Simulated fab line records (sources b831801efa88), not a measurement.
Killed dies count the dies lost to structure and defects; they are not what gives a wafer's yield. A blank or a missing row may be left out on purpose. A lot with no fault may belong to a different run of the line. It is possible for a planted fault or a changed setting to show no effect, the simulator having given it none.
Comparing a struck lot with a sound one    flow sfq_line    20 steps out of a route of 325
Sound: the wafers L109.2, L109.3, L109.5. Struck: wafers L112.2, L112.5, L112.6. The cause is given at the end.
Each step with rows lists, per side, the tool, then ch with its chambers, then its first start. Under that, the readings that differ: sound wafers    struck wafers    difference of the means    sigmas: that difference in standard deviations of wafers without a fault.
alike: readings whose means differ by less than 2 such deviations, and words and numbers that are the same on both sides. not compared: withheld readings, readings that some wafer has no value for, bounds like >300 that may hide the same value, and numbers for which the record gives no deviation and whose values overlap.
Wherever a step has rows on one side only, a row that says differs or no value, or a row with sigmas, the two part there. Non-overlapping numbers with no deviation appear without sigmas and do not part them. A reading that every wafer of one side lacks parts them only if that side has two wafers or more.

first, 2 steps without rows for these wafers: SFQ_TRILAYER_I1_VIA_LITHO_PEB_052 (peb time 60 s); SFQ_TRILAYER_I1_VIA_LITHO_DEVELOP_051 (time 60 s).
SFQ_I1_OVL_MEAS_913:
  sound: overlay-01 at day 16 12:37; struck: overlay-02 at day 17 21:01
  alike: I1_OVL
SFQ_TRILAYER_I1_VIA_BARC_OPEN_VIA_ETCH_071: etches BARC in O2, target depth 125 nm, time 41.7 s.
  sound on rie_diel-03 ch 0,2,3, day 16 12:39; struck on rie_diel-02 ch 0,1, day 17 21:03
  alike: drypump_motor_current_A, oes_product_au, rf_fwd_power_W
  not compared: rf_hours_counter_h
SFQ_TRILAYER_I1_VIA_ETCH_VIA_ETCH_052: etches SiO2 in CHF3, stops on Nb, target depth 260 nm.
  sound on rie_diel-03 ch 0,2,3, day 16 12:41; struck on rie_diel-02 ch 0,1, day 17 21:05
  alike: drypump_motor_current_A, oes_product_au, rf_fwd_power_W
SFQ_TRILAYER_I1_VIA_STRIP_STRIP_053: strips in O2.
  sound on rie_metal-03 ch 0,1, day 16 12:49; struck on rie_metal-01 ch 0,1, day 17 21:13
  alike: drypump_motor_current_A, oes_product_au, platen_temp_c
  not compared: rf_hours_counter_h
then, 3 steps without rows for these wafers: SFQ_TRILAYER_I1_VIA_STRIP_SOLV_CLEAN_054 (cleans in NMP, time 600 s); SFQ_TRILAYER_M2_DEP_PRE_CLEAN_056 (time 22.5 s); SFQ_TRILAYER_M2_DEP_SPUTTER_055 (material Nb, target thk 200 nm, time 133.3 s).
SFQ_M2_RS_MEAS_914: uses a four-point probe to measure.
  sound: film_metro-03 at day 16 13:44; struck: film_metro-03 at day 17 22:19
  alike: M2_NB_RS
then, 1 step without rows for these wafers: SFQ_TRILAYER_M2_LITHO_COAT_062 (resist thk 62 nm).
SFQ_TRILAYER_M2_LITHO_COAT_057: resist thk 600 nm.
  sound on litho_track-04 ch 0, day 16 14:15; struck on litho_track-04 ch 0, day 17 22:57
reading                                              sound                 struck                difference  sigmas
spin_speed_rpm (rpm)                                 3001.4 3003.0 2997.5  3256.5 3251.8 3253.0  +253.1      +99 or more
model.KrF_of_TRILAYER_M2_LITHO_COAT_057.thk_nm (nm)  598.6 598.5 601.2     576.3 577 576.6       -22.8       
  alike: exhaust_pa
then, 4 steps without rows for these wafers: SFQ_TRILAYER_M2_LITHO_SOFTBAKE_061; SFQ_TRILAYER_M2_LITHO_EXPOSE_058 (exposes mask M2, target cd 500 nm); SFQ_TRILAYER_M2_LITHO_PEB_060 (peb time 60 s); SFQ_TRILAYER_M2_LITHO_DEVELOP_059 (time 60 s).
SFQ_M2_OVL_MEAS_916:
  sound: overlay-02 at day 17 07:49; struck: overlay-02 at day 18 15:24
  alike: M2_OVL
SFQ_TRILAYER_M2_BARC_OPEN_METAL_ETCH_077: etches BARC in O2, target depth 125 nm, time 41.7 s.
  sound on rie_metal-02 ch 0,1, day 17 07:51; struck on rie_metal-02 ch 0,1, day 18 15:26
  alike: drypump_motor_current_A, oes_product_au, rf_fwd_power_W
  not compared: rf_hours_counter_h
SFQ_TRILAYER_M2_ETCH_METAL_ETCH_060: etches Nb in Cl2/Ar, stops on SiO2, target depth 240 nm, time 120 s.
  sound on rie_metal-02 ch 0,1, day 17 07:55; struck on rie_metal-02 ch 0,1, day 18 15:29
reading                                              sound            struck             difference  sigmas
model.KrF_of_TRILAYER_M2_LITHO_COAT_057.thk_nm (nm)  379 380.5 383.1  358.6 360.6 359.6  -21.3       
  alike: drypump_motor_current_A, oes_product_au, rf_fwd_power_W
  not compared: rf_hours_counter_h
SFQ_TRILAYER_M2_STRIP_STRIP_061: strips in O2.
  sound on rie_metal-02 ch 0,1, day 17 08:02; struck on rie_metal-02 ch 0,1, day 18 15:37
  alike: drypump_motor_current_A, oes_product_au, platen_temp_c
  not compared: rf_hours_counter_h

WHERE THEY PART
SFQ_TRILAYER_M2_LITHO_COAT_057 only, going by this record. Later steps at which nothing parts them and some readings are alike: SFQ_M2_OVL_MEAS_916, SFQ_TRILAYER_M2_BARC_OPEN_METAL_ETCH_077, SFQ_TRILAYER_M2_ETCH_METAL_ETCH_060, SFQ_TRILAYER_M2_STRIP_STRIP_061.

WHY: what the simulator had put in
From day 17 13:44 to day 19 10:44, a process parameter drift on litho_track-04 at SFQ_TRILAYER_M2_LITHO_COAT_057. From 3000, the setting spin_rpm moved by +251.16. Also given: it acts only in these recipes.
